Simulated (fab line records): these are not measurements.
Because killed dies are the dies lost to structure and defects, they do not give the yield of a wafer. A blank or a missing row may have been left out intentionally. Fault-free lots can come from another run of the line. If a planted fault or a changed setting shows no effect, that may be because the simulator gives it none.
fab line records ; flow sky130
[record] lots = 5; wafers = 15; last_day = 50
route steps=708 shown PASSIVATION@687 PAD_OPEN@694
lots that met no fault: taken from a fault-free run of the same line
start_h: the number of hours between the record's first day and the start of the first shown wafer of the lot ; wait_h: hours since the lot's step before ; " same as the row above ; L1.1+2: several wafers, shown together as one row ; - no value present, or no start provided ; * or withheld: withheld ; < > ~ a bound
route shown NAME@n: names a module that has steps shown in the file, with the first one's number in the route ; usual: average and standard deviation across the fault-free wafers ; same: alike in all rows ; chamber/n: place in a boat ; sites: the reading at each site ; _std_site: the values' standard deviation ; _edge_site: mean of outer sites minus mean of inner sites ; radius_mm: how far each site lies from the wafer's centre ; mask NAME#n: copy n ; behind: the tool/chamber that last shaped the wafer ; hold: what put the lot on hold/how long, in hours/how the hold closed ; device: names the non-switching transistor (n, p or np) ; end of line: the same wafers' tests at the end of the route ; where a step has no rows: the recipe by itself ; killed: dies lost to structure and defects at the first sort, not the wafer's yield ; map: a wafer's dies, x killed, . not, _ none there
set.NAME: setting as actually run; set.NAME@STEP: the setting as run at that earlier step ; model.NAME: the simulator's own value behind a step, which no gauge read
lots seen at some steps along the route; tables by step, rows by wafer
services: the hour from which a tool's chamber was out of use, counted from the record's first day as start_h (under 0 if before that day), plus the number of hours and why
[[steps]]
[step SKY_PASSIVATION_COAT_06]
[recipe] spin_rpm = 2000; resist_thk_nm = 3000
lot.wafer;tool;chamber;start_h;wait_h
L074.3+4+5;litho_track-04;0;1031.35;0.1
L080.3+5+6;litho_track-02;0;1098.23;0.1
L081.1+2+3;litho_track-02;0;1100.93;0.1
L089.2+4+6;litho_track-04;0;1127.43;0.1
L094.3+4+5;litho_track-03;0;1167.71;0.1
[step SKY_PASSIVATION_SOFTBAKE_07]
[recipe] temp_c = 110; time_s = withheld
lot.wafer;tool;chamber;start_h;wait_h
L074.3+4+5;litho_track-04;0;1031.52;0.1
L080.3+5+6;litho_track-02;0;1098.40;0.1
L081.1+2+3;litho_track-02;0;1101.08;0.1
L089.2+4+6;litho_track-04;0;1127.59;0.1
L094.3+4+5;litho_track-03;0;1167.87;0.1
[step SKY_PASSIVATION_EXPOSE_08]
[recipe] mask_id = NSM; target_cd_nm = 3000; na = 0.57; dose_mj = 260
lot.wafer;tool;chamber;start_h;wait_h;mask
L074.3+4+5;iline_stepper-01;0;-;-;NSM#0
L080.3+5+6;iline_stepper-02;0;-;-;NSM#0
L081.1+2+3;iline_stepper-02;0;-;-;NSM#0
L089.2+4+6;iline_stepper-02;0;-;-;NSM#0
L094.3+4+5;iline_stepper-02;0;-;-;NSM#0
[step SKY_PASSIVATION_PEB_09]
[recipe] temp_c = 115; time_s = withheld
lot.wafer;tool;chamber;start_h;wait_h
L074.3+4+5;litho_track-02;0;-;-
L080.3+5+6;litho_track-04;0;-;-
L081.1+2+3;litho_track-04;0;-;-
L089.2+4+6;litho_track-02;0;-;-
L094.3+4+5;litho_track-04;0;-;-
[step SKY_PASSIVATION_DEVELOP_10]
[recipe] develop_time_s = 60; dev_temp_c = 23
lot.wafer;tool;chamber;start_h;wait_h
L074.3+4+5;litho_track-02;0;-;-
L080.3+5+6;litho_track-04;0;-;-
L081.1+2+3;litho_track-04;0;-;-
L089.2+4+6;litho_track-02;0;-;-
L094.3+4+5;litho_track-04;0;-;-
[step SKY_PASSIVATION_ETCH_11]
[recipe] chemistry = CF4/O2; target_depth_nm = 725; stop_on = AlCu; source_w = 800; bias_w = 150; pressure_mtorr = 150; cf4_flow_sccm = 80; O2_flow_sccm = 10; time_s = 161.1
[usual] O2_flow_sccm = 10.00/0.031; cf4_flow_sccm = 80.02/0.26; chamber_pressure_mTorr = 150.01/0.12; drypump_motor_current_A = 5.4/0.43; oes_product_au = 0.978/0.0075; throttle_valve_pct = 5.963/0.0098
lot.wafer;tool;chamber;start_h;wait_h;O2_flow_sccm;cf4_flow_sccm;chamber_pressure_mTorr;drypump_motor_current_A;oes_product_au;rf_hours_counter_h;throttle_valve_pct
L074.3;rie_diel-03;2;1042.58;-;9.98;79.92;150.06;5.3;0.981;11;5.977
L074.4;rie_diel-03;1;1042.58;-;9.96;80.30;150.04;5.0;0.979;18;5.959
L074.5;rie_diel-03;1;1042.58;-;9.99;80.31;150.05;5.1;0.975;-;5.985
L080.3;rie_diel-04;2;1108.10;-;9.97;80.07;149.89;6.2;0.969;20;5.959
L080.5;rie_diel-04;0;1108.10;-;10.00;80.28;150.01;4.8;0.985;-;5.976
L080.6;rie_diel-04;3;1108.10;-;10.00;80.02;149.99;5.1;0.980;-;5.979
L081.1;rie_diel-04;2;1110.75;-;10.01;80.26;149.79;6.2;0.982;20;5.966
L081.2;rie_diel-04;3;1110.75;-;10.03;79.55;150.11;5.1;0.986;20;5.965
L081.3;rie_diel-04;0;1110.75;-;10.00;80.11;150.03;4.8;0.975;21;5.964
L089.2;rie_diel-03;1;1137.18;-;10.03;79.95;149.89;5.0;0.970;21;5.954
L089.4;rie_diel-03;3;1137.18;-;9.99;80.36;149.95;5.9;0.990;23;5.973
L089.6;rie_diel-03;3;1137.18;-;10.00;80.51;150.06;5.9;0.985;-;5.955
L094.3;rie_diel-04;1;1175.85;-;10.05;79.68;149.99;5.6;0.979;21;5.965
L094.4;rie_diel-04;0;1175.85;-;10.01;80.47;149.91;4.8;0.980;24;5.972
L094.5;rie_diel-04;2;1175.85;-;10.00;80.07;149.99;6.1;0.992;-;5.976
[step SKY_PASSIVATION_STRIP_12]
[recipe] chemistry = O2/N2; power_w = 1400; pressure_mtorr = 1500; platen_temp_c = withheld; overash_fraction = 0.7; o2_flow_sccm = 3000; n2_flow_sccm = 300
[usual] chamber_pressure_mTorr = 1500.1/1.4; drypump_motor_current_A = 5.5/0.38; oes_product_au = 0.660/0.0046; strip_time_to_endpoint_s = 31.46/0.14
lot.wafer;tool;chamber;start_h;wait_h;chamber_pressure_mTorr;drypump_motor_current_A;oes_product_au;rf_hours_counter_h;strip_time_to_endpoint_s
L074.3;plasma_asher-02;1;1042.72;0.1;1498.7;5.2;0.662;-;31.37
L074.4;plasma_asher-02;0;1042.72;0.1;1498.2;5.4;0.661;-;31.51
L074.5;plasma_asher-02;1;1042.72;0.1;1500.6;5.2;0.668;-;31.70
L080.3;plasma_asher-01;0;1108.24;0.1;1500.3;5.6;0.662;-;31.40
L080.5;plasma_asher-01;0;1108.24;0.1;1498.2;5.6;0.663;-;31.54
L080.6;plasma_asher-01;1;1108.24;0.1;1499.5;4.9;0.663;-;31.33
L081.1;plasma_asher-04;1;1110.86;0.1;1499.1;6.1;0.666;67;31.29
L081.2;plasma_asher-04;0;1110.86;0.1;1500.7;5.8;0.668;67;31.24
L081.3;plasma_asher-04;0;1110.86;0.1;1500.5;5.8;0.661;-;31.36
L089.2;plasma_asher-02;1;1137.29;0.1;1496.8;5.2;0.658;103;31.62
L089.4;plasma_asher-02;0;1137.29;0.1;1500.0;5.4;0.654;-;31.45
L089.6;plasma_asher-02;0;1137.29;0.1;1501.6;5.4;0.661;-;31.35
L094.3;plasma_asher-04;1;1175.99;0.1;1500.7;6.1;0.655;-;31.40
L094.4;plasma_asher-04;0;1175.99;0.1;1501.6;5.9;0.660;-;31.61
L094.5;plasma_asher-04;1;1175.99;0.1;1499.5;6.1;0.663;-;31.56
[step SKY_PAD_OPEN_DEHYDRATE_00]
[recipe] temp_c = 200; time_s = 60
lot.wafer;tool;chamber;start_h;wait_h
L074.3+4+5;litho_track-01;0;1053.75;11.0
L080.3+5+6;litho_track-01;0;1117.75;9.5
L081.1+2+3;litho_track-01;0;1120.65;9.8
L089.2+4+6;litho_track-04;0;1146.13;8.8
L094.3+4+5;litho_track-04;0;1183.85;7.8
[step SKY_PAD_OPEN_HMDS_01]
[recipe] prime_time_s = 60; prime_temp_c = 120
lot.wafer;tool;chamber;start_h;wait_h
L074.3+4+5;litho_track-01;0;1053.90;0.1
L080.3+5+6;litho_track-01;0;1117.90;0.1
L081.1+2+3;litho_track-01;0;1120.80;0.1
L089.2+4+6;litho_track-04;0;1146.28;0.1
L094.3+4+5;litho_track-04;0;1184.00;0.1
[step SKY_PAD_OPEN_COAT_02]
[recipe] spin_rpm = 2000; resist_thk_nm = 3000
lot.wafer;tool;chamber;start_h;wait_h
L074.3+4+5;litho_track-01;0;1054.05;0.1
L080.3+5+6;litho_track-01;0;1118.05;0.1
L081.1+2+3;litho_track-01;0;1120.95;0.1
L089.2+4+6;litho_track-04;0;1146.43;0.1
L094.3+4+5;litho_track-04;0;1184.15;0.1
[step SKY_PAD_OPEN_SOFTBAKE_03]
[recipe] temp_c = 110; time_s = withheld
lot.wafer;tool;chamber;start_h;wait_h
L074.3+4+5;litho_track-01;0;1054.22;0.1
L080.3+5+6;litho_track-01;0;1118.22;0.1
L081.1+2+3;litho_track-01;0;1121.10;0.1
L089.2+4+6;litho_track-04;0;1146.59;0.1
L094.3+4+5;litho_track-04;0;1184.32;0.1
[step SKY_PAD_OPEN_EXPOSE_04]
[recipe] mask_id = PDM; target_cd_nm = 60000; na = 0.57; dose_mj = 260
lot.wafer;tool;chamber;start_h;wait_h;mask
L074.3+4+5;iline_stepper-01;0;-;-;PDM#0
L080.3+5+6;iline_stepper-02;0;-;-;PDM#0
L081.1+2+3;iline_stepper-02;0;-;-;PDM#0
L089.2+4+6;iline_stepper-01;0;-;-;PDM#0
L094.3+4+5;iline_stepper-01;0;-;-;PDM#0
[step SKY_PAD_OPEN_PEB_05]
[recipe] temp_c = 115; time_s = withheld
lot.wafer;tool;chamber;start_h;wait_h
L074.3+4+5;litho_track-01;0;-;-
L080.3+5+6;litho_track-03;0;-;-
L081.1+2+3;litho_track-01;0;-;-
L089.2+4+6;litho_track-04;0;-;-
L094.3+4+5;litho_track-01;0;-;-
[step SKY_PAD_OPEN_DEVELOP_06]
[recipe] develop_time_s = 60; dev_temp_c = 23
lot.wafer;tool;chamber;start_h;wait_h
L074.3+4+5;litho_track-01;0;-;-
L080.3+5+6;litho_track-03;0;-;-
L081.1+2+3;litho_track-01;0;-;-
L089.2+4+6;litho_track-04;0;-;-
L094.3+4+5;litho_track-01;0;-;-
[step SKY_PAD_OPEN_ETCH_07]
[recipe] chemistry = CF4/O2; target_depth_nm = 725; stop_on = AlCu; source_w = 800; bias_w = 150; pressure_mtorr = 150; cf4_flow_sccm = 80; O2_flow_sccm = 10; time_s = 161.1
[usual] O2_flow_sccm = 10.000/0.027; cf4_flow_sccm = 79.99/0.22; chamber_pressure_mTorr = 149.98/0.12; drypump_motor_current_A = 5.5/0.5; oes_product_au = 0.977/0.0072; throttle_valve_pct = 5.965/0.01
lot.wafer;tool;chamber;start_h;wait_h;O2_flow_sccm;cf4_flow_sccm;chamber_pressure_mTorr;drypump_motor_current_A;oes_product_au;rf_hours_counter_h;throttle_valve_pct
L074.3;rie_diel-01;1;1064.75;-;9.961;80.07;150.08;5.6;0.985;6;5.976
L074.4;rie_diel-01;3;1064.75;-;9.975;79.29;150.25;6.6;0.986;12;5.966
L074.5;rie_diel-01;3;1064.75;-;10.050;79.39;150.08;6.6;0.974;-;5.960
L080.3;rie_diel-03;3;1128.16;-;9.979;79.78;150.30;5.9;0.958;23;5.961
L080.5;rie_diel-03;0;1128.16;-;9.994;80.16;150.11;5.2;0.974;-;5.957
L080.6;rie_diel-03;3;1128.16;-;9.984;79.80;149.99;5.9;0.977;-;5.963
L081.1;rie_diel-03;3;1131.45;-;10.010;79.74;150.10;5.9;0.982;23;5.980
L081.2;rie_diel-03;0;1131.45;-;9.998;79.87;150.00;5.2;0.975;0;5.976
L081.3;rie_diel-03;1;1131.45;-;9.991;80.02;150.11;5.0;0.979;21;5.958
L089.2;rie_diel-03;1;1155.35;-;10.002;79.90;149.86;5.1;0.972;22;5.966
L089.4;rie_diel-03;0;1155.35;-;9.980;80.07;149.90;5.2;0.986;1;5.971
L089.6;rie_diel-03;3;1155.35;-;9.973;79.98;149.73;5.9;0.982;-;5.979
L094.3;rie_diel-01;3;1192.70;-;9.994;80.07;150.03;6.6;0.976;17;5.953
L094.4;rie_diel-01;1;1192.70;-;9.994;79.88;149.97;5.6;0.985;11;5.970
L094.5;rie_diel-01;2;1192.70;-;10.022;79.82;150.15;5.8;0.986;-;5.966
[step SKY_PAD_OPEN_STRIP_08]
[recipe] chemistry = O2/N2; power_w = 1400; pressure_mtorr = 1500; platen_temp_c = withheld; overash_fraction = 0.7; o2_flow_sccm = 3000; n2_flow_sccm = 300
[usual] chamber_pressure_mTorr = 1500.0/1.4; drypump_motor_current_A = 5.5/0.39; oes_product_au = 0.663/0.0045; strip_time_to_endpoint_s = 37.04/0.11
lot.wafer;tool;chamber;start_h;wait_h;chamber_pressure_mTorr;drypump_motor_current_A;oes_product_au;rf_hours_counter_h;strip_time_to_endpoint_s
L074.3;plasma_asher-04;0;1064.89;0.1;1499.3;5.9;0.656;-;37.12
L074.4;plasma_asher-04;1;1064.89;0.1;1497.2;6.1;0.664;-;37.13
L074.5;plasma_asher-04;1;1064.89;0.1;1499.0;6.1;0.663;-;36.94
L080.3;plasma_asher-03;0;1128.30;0.1;1499.2;5.6;0.662;-;37.20
L080.5;plasma_asher-03;0;1128.30;0.1;1501.9;5.7;0.667;-;37.23
L080.6;plasma_asher-03;1;1128.30;0.1;1499.3;5.1;0.656;-;37.27
L081.1;plasma_asher-03;0;1131.56;0.1;1502.2;5.6;0.667;38;37.24
L081.2;plasma_asher-03;1;1131.56;0.1;1500.5;5.2;0.664;38;37.20
L081.3;plasma_asher-03;1;1131.56;0.1;1499.1;5.2;0.666;-;37.21
L089.2;plasma_asher-01;0;1155.46;0.1;1500.8;5.6;0.660;9;36.97
L089.4;plasma_asher-01;1;1155.46;0.1;1501.4;4.9;0.664;-;37.07
L089.6;plasma_asher-01;0;1155.46;0.1;1497.3;5.6;0.665;-;37.05
L094.3;plasma_asher-04;1;1192.84;0.1;1500.7;6.1;0.665;-;37.15
L094.4;plasma_asher-04;0;1192.84;0.1;1500.2;5.8;0.661;-;37.11
L094.5;plasma_asher-04;1;1192.84;0.1;1500.7;6.1;0.673;-;37.14
[step SKY_PAD_OPEN_STRIP_09]
[recipe] chemistry = post_etch_residue_remover; time_s = 1200; temp_c = 72.5
[usual] bath_heat_duty_pct = 14.4/1.6
lot.wafer;tool;chamber;start_h;wait_h;bath_heat_duty_pct
L074.3;wet_bench-03;2;1064.96;0.0;13.5
L074.4;wet_bench-03;2;1064.96;0.0;11.4
L074.5;wet_bench-03;2;1064.96;0.0;13.6
L080.3;wet_bench-01;0;1128.36;0.0;13.1
L080.5;wet_bench-01;0;1128.36;0.0;12.4
L080.6;wet_bench-01;0;1128.36;0.0;13.8
L081.1;wet_bench-03;2;1131.66;0.1;13.2
L081.2;wet_bench-03;2;1131.66;0.1;11.8
L081.3;wet_bench-03;2;1131.66;0.1;12.7
L089.2;wet_bench-03;2;1155.56;0.1;14.0
L089.4;wet_bench-03;2;1155.56;0.1;11.7
L089.6;wet_bench-03;2;1155.56;0.1;12.6
L094.3;wet_bench-03;2;1192.91;0.0;13.4
L094.4;wet_bench-03;2;1192.91;0.0;13.7
L094.5;wet_bench-03;2;1192.91;0.0;13.1
[step SKY_PAD_OPEN_CLEAN_10]
[recipe] chemistry = IPA; time_s = 180; temp_c = 25
[usual] bath_heat_duty_pct = 6.2/0.73
lot.wafer;tool;chamber;start_h;wait_h;bath_heat_duty_pct
L074.3;wet_bench-04;2;1065.33;0.0;6.1
L074.4;wet_bench-04;2;1065.33;0.0;7.1
L074.5;wet_bench-04;2;1065.33;0.0;7.1
L080.3;wet_bench-03;2;1128.73;0.0;5.1
L080.5;wet_bench-03;2;1128.73;0.0;4.1
L080.6;wet_bench-03;2;1128.73;0.0;4.6
L081.1;wet_bench-03;3;1132.00;0.0;6.4
L081.2;wet_bench-03;3;1132.00;0.0;6.2
L081.3;wet_bench-03;3;1132.00;0.0;5.9
L089.2;wet_bench-01;2;1155.90;0.0;6.1
L089.4;wet_bench-01;2;1155.90;0.0;6.5
L089.6;wet_bench-01;2;1155.90;0.0;6.1
L094.3;wet_bench-04;0;1193.25;0.0;7.1
L094.4;wet_bench-04;0;1193.25;0.0;7.7
L094.5;wet_bench-04;0;1193.25;0.0;6.7
[step SKY_PAD_OPEN_CLEAN_11]
[recipe] chemistry = O3/DIW; dry = n2_spin
lot.wafer;tool;chamber;start_h;wait_h
L074.3+4+5;wet_bench-03;3;1065.40;0.0
L080.3+5+6;wet_bench-01;3;1128.79;0.0
L081.1+2+3;wet_bench-01;3;1132.06;0.0
L089.2+4+6;wet_bench-04;3;1155.96;0.0
L094.3+4+5;wet_bench-01;2;1193.31;0.0
[step SKY_PAD_OPEN_ANNEAL_12]
[recipe] temp_c = 397.5; time_s = withheld; ambient = N2/H2; idle_temp_c = 300; ramp_up_c_per_min = 8; ramp_down_c_per_min = 4
[usual] ramp_up_c_per_min = 8.0001/0.0013; zone_power_bottom_pct = 6.45/0.16
lot.wafer;tool;chamber;start_h;wait_h;ramp_up_c_per_min;zone_power_bottom_pct
L074.3;furnace-02;0;1065.50;0.0;8.0002;6.51
L074.4;furnace-02;0;1065.50;0.0;8.0003;6.61
L074.5;furnace-02;0;1065.50;0.0;8.0010;6.56
L080.3;furnace-02;0;1128.89;0.0;8.0032;6.64
L080.5;furnace-02;0;1128.89;0.0;8.0032;6.51
L080.6;furnace-02;0;1128.89;0.0;7.9993;6.52
L081.1;furnace-01;0;1132.16;0.0;7.9999;6.25
L081.2;furnace-01;0;1132.16;0.0;7.9991;6.37
L081.3;furnace-01;0;1132.16;0.0;8.0001;6.33
L089.2;furnace-01;0;1156.05;0.0;7.9988;6.25
L089.4;furnace-01;0;1156.05;0.0;8.0004;6.27
L089.6;furnace-01;0;1156.05;0.0;7.9983;6.37
L094.3;furnace-01;0;1193.40;0.0;7.9988;6.18
L094.4;furnace-01;0;1193.40;0.0;8.0009;6.34
L094.5;furnace-01;0;1193.40;0.0;7.9993;6.27
[step SKY_PAD_OPEN_BOW_MEAS_13]
[recipe] mode = bow
[usual] PAD_OPEN_BOW = 49/9.8
lot.wafer;tool;chamber;start_h;wait_h;PAD_OPEN_BOW[um]
L074.3;film_metro-04;-;1067.04;-;37
L074.4;film_metro-04;-;1067.04;-;38
L074.5;film_metro-04;-;1067.04;-;45
L080.3;film_metro-01;-;1130.43;-;41
L080.5;film_metro-01;-;1130.43;-;46
L080.6;film_metro-01;-;1130.43;-;48
L081.1;film_metro-04;-;1133.66;-;34
L081.2;film_metro-04;-;1133.66;-;48
L081.3;film_metro-04;-;1133.66;-;48
L089.2;film_metro-01;-;1157.57;-;60
L089.4;film_metro-01;-;1157.57;-;58
L089.6;film_metro-01;-;1157.57;-;47
L094.3;film_metro-04;-;1194.94;-;43
L094.4;film_metro-04;-;1194.94;-;47
L094.5;film_metro-04;-;1194.94;-;50
[step SKY_PAD_OPEN_PROBE_99]
[usual] defect_limited_yield = 82.5/2; killed_at_M0_to_M3 = 44/7.1; killed_at_M4_up = 3.1/1.8; killed_at_contacts = 24/5.3; killed_at_front_end = 15/4.5; killed_at_other = 0.2/0.42; killed_dies = 86/9.6; killed_on_rim = 17/4; killed_open = 46/6.9; killed_short = 40/6.4; sort_bin_3_pad_short = 0.8/0.36; sort_bin_5_function = 10.3/1.3; sort_bin_6_memory = 6.4/1.2; sort_n_pass = 406/9.6; sort_yield_pct = 82.5/2
[same] gross_dies = 492; killed_at_back_side = 0; sort_bin_4_leakage[%] = 0; sort_bin_8_speed[%] = 0
lot.wafer;tool;chamber;start_h;wait_h;defect_limited_yield[%];killed_at_M0_to_M3;killed_at_M4_up;killed_at_contacts;killed_at_front_end;killed_at_other;killed_dies;killed_on_rim;killed_open;killed_short;sort_bin_3_pad_short[%];sort_bin_5_function[%];sort_bin_6_memory[%];sort_n_pass;sort_yield_pct[%]
L074.3;prober-01;-;1067.22;0.2;85.2;38;2;24;9;0;73;12;35;38;0.4;9.1;5.3;419;85.2
L074.4;prober-01;-;1067.27;0.2;85.2;41;3;19;10;0;73;18;45;28;0.8;8.5;5.5;419;85.2
L074.5;prober-01;-;1067.32;0.2;85.8;35;5;14;16;0;70;15;35;35;0.8;7.7;5.7;422;85.8
L080.3;prober-01;-;1130.61;0.2;80.7;50;3;27;14;1;95;19;49;46;0.6;12.0;6.7;397;80.7
L080.5;prober-01;-;1130.71;0.2;81.5;52;4;25;10;0;91;16;51;40;1.0;10.4;7.1;401;81.5
L080.6;prober-01;-;1130.76;0.2;83.9;41;1;27;10;0;79;4;39;40;0.8;9.8;5.5;413;83.9
L081.1;prober-02;-;1133.78;0.1;84.6;37;3;21;15;0;76;19;42;34;0.4;7.7;7.3;416;84.6
L081.2;prober-02;-;1133.83;0.1;82.3;41;4;20;21;1;87;17;46;41;1.2;11.0;5.5;405;82.3
L081.3;prober-02;-;1133.88;0.2;80.5;45;6;22;23;0;96;12;55;41;0.8;13.4;5.3;396;80.5
L089.2;prober-02;-;1157.72;0.1;77.4;61;3;28;19;0;111;28;59;52;2.2;11.6;8.7;381;77.4
L089.4;prober-02;-;1157.82;0.2;84.6;43;1;20;12;0;76;19;35;41;0.8;10.0;4.7;416;84.6
L089.6;prober-02;-;1157.92;0.2;81.9;47;3;26;13;0;89;22;47;42;1.0;10.4;6.7;403;81.9
L094.3;prober-02;-;1195.12;0.2;83.5;44;3;21;13;0;81;13;45;36;0.2;10.0;6.3;411;83.5
L094.4;prober-02;-;1195.17;0.2;82.7;45;2;23;15;0;85;22;49;36;0.6;8.9;7.7;407;82.7
L094.5;prober-02;-;1195.22;0.2;81.7;52;2;28;7;1;90;22;56;34;0.6;10.8;6.9;402;81.7
// killed by level:class
L074.3 CONTACT:geometric_particle:open=8 VIA2:geometric_particle:open=7 VIA1:geometric_particle:open=6 CONTACT:geometric_particle:short=5 METAL1:geometric_particle:short=4 LI_CONTACT:geometric_particle:short=4 LI_CONTACT:geometric_particle:open=4 METAL2:geometric_particle:short=4
L074.4 VIA2:geometric_particle:open=13 VIA1:geometric_particle:open=9 CONTACT:geometric_particle:open=7 LI_CONTACT:geometric_particle:open=5 VIA2:geometric_particle:short=5 METAL2:geometric_particle:short=4 FIELD_ISO:geometric_particle:short=3 LI_CONTACT:geometric_particle:short=3
L074.5 FIELD_ISO:geometric_particle:short=8 METAL2:geometric_particle:short=8 CONTACT:geometric_particle:open=6 VIA1:geometric_particle:open=6 VIA2:geometric_particle:open=6 LOCAL_INTERCONNECT:geometric_particle:short=4 METAL4:geometric_particle:short=4 POLY_GATE:geometric_particle:open=3
L080.3 VIA1:geometric_particle:open=11 LOCAL_INTERCONNECT:geometric_particle:short=7 VIA2:geometric_particle:short=6 LI_CONTACT:geometric_particle:open=6 CONTACT:geometric_particle:short=6 VIA3:geometric_particle:open=6 METAL2:geometric_particle:short=6 CONTACT:geometric_particle:open=5
L080.5 VIA2:geometric_particle:open=10 CONTACT:geometric_particle:open=9 VIA1:geometric_particle:open=8 LI_CONTACT:geometric_particle:open=7 METAL1:geometric_particle:short=7 VIA1:geometric_particle:short=7 FIELD_ISO:geometric_particle:open=5 VIA3:geometric_particle:open=5
L080.6 CONTACT:geometric_particle:open=11 VIA1:geometric_particle:open=8 LI_CONTACT:geometric_particle:open=5 CONTACT:geometric_particle:short=5 VIA1:geometric_particle:short=5 METAL2:geometric_particle:short=5 VIA3:geometric_particle:open=5 FIELD_ISO:geometric_particle:short=4
L081.1 CONTACT:geometric_particle:open=9 FIELD_ISO:geometric_particle:open=6 METAL1:geometric_particle:short=5 VIA1:geometric_particle:open=5 VIA3:geometric_particle:short=5 VIA3:geometric_particle:open=5 LI_CONTACT:geometric_particle:short=4 CONTACT:geometric_particle:short=4
L081.2 VIA1:geometric_particle:open=10 CONTACT:geometric_particle:open=8 METAL1:geometric_particle:short=8 POLY_GATE:geometric_particle:short=7 POLY_GATE:geometric_particle:open=7 METAL2:geometric_particle:short=6 VIA3:geometric_particle:open=4 LI_CONTACT:geometric_particle:open=4
L081.3 LI_CONTACT:geometric_particle:open=10 VIA1:geometric_particle:open=10 POLY_GATE:geometric_particle:open=9 VIA3:geometric_particle:open=6 METAL4:geometric_particle:short=6 CONTACT:geometric_particle:open=5 METAL2:geometric_particle:short=5 VIA1:geometric_particle:short=5
L089.2 VIA1:geometric_particle:open=19 LI_CONTACT:geometric_particle:open=13 METAL2:geometric_particle:short=11 VIA1:geometric_particle:short=7 FIELD_ISO:geometric_particle:open=6 LI_CONTACT:geometric_particle:short=6 CONTACT:geometric_particle:open=6 VIA2:geometric_particle:open=5
L089.4 CONTACT:geometric_particle:open=9 METAL1:geometric_particle:short=8 VIA1:geometric_particle:short=8 VIA1:geometric_particle:open=6 VIA3:geometric_particle:open=6 VIA2:geometric_particle:open=5 FIELD_ISO:geometric_particle:short=4 LI_CONTACT:geometric_particle:open=4
L089.6 VIA1:geometric_particle:open=12 LI_CONTACT:geometric_particle:open=10 CONTACT:geometric_particle:open=9 METAL1:geometric_particle:short=9 VIA1:geometric_particle:short=6 VIA2:geometric_particle:open=5 VIA2:geometric_particle:short=4 VIA3:geometric_particle:open=4
L094.3 VIA1:geometric_particle:open=10 LI_CONTACT:geometric_particle:open=8 METAL2:geometric_particle:short=7 VIA2:geometric_particle:open=6 CONTACT:geometric_particle:open=6 VIA3:geometric_particle:open=6 METAL3:geometric_particle:short=5 FIELD_ISO:geometric_particle:short=4
L094.4 LI_CONTACT:geometric_particle:open=9 METAL1:geometric_particle:short=9 VIA1:geometric_particle:open=9 VIA3:geometric_particle:open=8 CONTACT:geometric_particle:open=6 VIA2:geometric_particle:open=5 FIELD_ISO:geometric_particle:short=4 FIELD_ISO:geometric_particle:open=4
L094.5 VIA1:geometric_particle:open=18 LI_CONTACT:geometric_particle:open=11 CONTACT:geometric_particle:open=8 LOCAL_INTERCONNECT:geometric_particle:short=6 VIA1:geometric_particle:short=6 VIA2:geometric_particle:open=6 METAL1:geometric_particle:short=5 METAL2:geometric_particle:short=4
[[services]]
tool;chamber;start_h;hours;kind
rie_diel-01;3;1008.91;8.8;repair
rie_diel-03;0;1010.08;10.3;repair
furnace-02;-;1019.77;3.8;pm
furnace-02;-;1023.54;13.2;pm
rie_diel-03;1;1053.82;5.6;repair
plasma_asher-01;-;1055.25;9.0;pm
rie_diel-04;-;1056.82;0.3;repair
plasma_asher-03;-;1058.10;1.0;repair
rie_diel-03;-;1066.02;1.9;repair
furnace-01;-;1070.49;2.6;pm
iline_stepper-02;-;1088.58;1.5;repair
iline_stepper-02;-;1094.66;1.7;pm
plasma_asher-02;-;1096.75;3.7;repair
rie_diel-04;2;1103.34;3.6;repair
iline_stepper-02;-;1104.45;4.4;pm
rie_diel-03;0;1107.25;-;clean
iline_stepper-01;-;1116.70;1.7;pm
rie_diel-04;1;1121.34;2.6;repair
furnace-01;-;1126.83;3.2;pm
rie_diel-04;1;1128.37;3.1;repair
plasma_asher-03;-;1135.66;11.2;pm
iline_stepper-01;-;1140.53;1.4;repair
rie_diel-04;2;1159.09;9.4;repair
furnace-02;-;1187.77;3.6;pm
[[key]]
fault none
